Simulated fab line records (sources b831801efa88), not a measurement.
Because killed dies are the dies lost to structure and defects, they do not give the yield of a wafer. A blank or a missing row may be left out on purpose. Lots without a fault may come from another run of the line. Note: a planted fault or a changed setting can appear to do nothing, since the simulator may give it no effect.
The same fault as seen by 2 desks :: flow sfq-line :: only its own numbers are on each desk; what lay behind them is given at the end

METROLOGY DESK
What the gauges read for every lot (on any tool): the sampled wafers with a number, averaged. Any lot whose mean is over 4 standard deviations away from the usual mean is out of limits and marked OUT; that distance is given in the brackets.
Columns: A = JJ_NB_RS at SFQ_JJ_RS_MEAS_929, usual 1.051 ohm/sq
lot: L502
first seen here: day 60 12:33
A: 1.060

lot: L503
first seen here: day 60 19:44
A: 1.050

lot: L504
first seen here: day 60 23:22
A: 1.057

lot: L507
first seen here: day 61 22:55
A: 1.048

lot: L510
first seen here: day 63 14:18
A: 1.055

lot: L511
first seen here: day 63 20:20
A: 1.061

lot: L512
first seen here: day 64 03:32
A: 1.052

lot: L515
first seen here: day 66 17:09
A: 1.065

lot: L516
first seen here: day 66 18:22
A: 1.286 (+26) OUT

lot: L519
first seen here: day 66 21:57
A: 1.265 (+24) OUT

lot: L520
first seen here: day 66 23:10
A: 1.033

lot: L521
first seen here: day 67 00:23
A: 1.054

lot: L523
first seen here: day 67 02:45
A: 1.041

lot: L524
first seen here: day 67 03:57
A: 1.047
This desk finds L516, L519 out of limits, with the earliest case on L516 at day 66 18:22 (JJ_NB_RS at SFQ_JJ_RS_MEAS_929). Within limits: L502, L503, L504, L507, L510, L511, L512, L515, L520, L521, L523, L524.

AT THE TOOL OWNER'S DESK: pvd-sputter-04
The tool's own readings at SFQ_TRILAYER_JJ_TRILAYER_DEP_SPUTTER_112 (material Nb, target thk 170 nm, time 113.3 s): means of the sampled wafers that have a number, for each lot that ran on this tool. Any lot whose mean is over 4 standard deviations away from the usual mean is out of limits and marked OUT; that distance is given in the brackets.
Columns: A = chamber-pressure-pa at SFQ_TRILAYER_JJ_TRILAYER_DEP_SPUTTER_112, usual 0.13333 Pa; B = throttle-valve-pct at SFQ_TRILAYER_JJ_TRILAYER_DEP_SPUTTER_112, usual 29.7 %
lot: L503
first seen here: day 60 19:40
A: 0.13335
B: 29.6

lot: L510
first seen here: day 63 14:13
A: 0.13340
B: 29.0

lot: L511
first seen here: day 63 20:13
A: 0.13338
B: 28.8

lot: L516
first seen here: day 66 18:16
A: 0.13350
B: 29.7

lot: L519
first seen here: day 66 21:52
A: 0.13333
B: 29.2
Result from this desk: across the 5 lots, nothing is out of limits.

TAKEN TOGETHER
An alarm was possible from the metrology desk at day 66 18:22, on L516, L519.
Nothing out of limits was seen by the tool owner's desk.
On record at the tool owner's desk: L516, L519, within its limits.
Of the lots named, all ran SFQ_TRILAYER_JJ_TRILAYER_DEP_SPUTTER_112 on pvd-sputter-04.

WHAT THE SIMULATOR HAD INSERTED
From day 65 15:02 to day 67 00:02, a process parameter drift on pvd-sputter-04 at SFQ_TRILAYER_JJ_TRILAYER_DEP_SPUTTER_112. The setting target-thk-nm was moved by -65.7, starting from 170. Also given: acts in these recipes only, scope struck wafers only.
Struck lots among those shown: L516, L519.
Delay in hours, fault start to first out-of-limits reading, per desk: metrology desk 27.
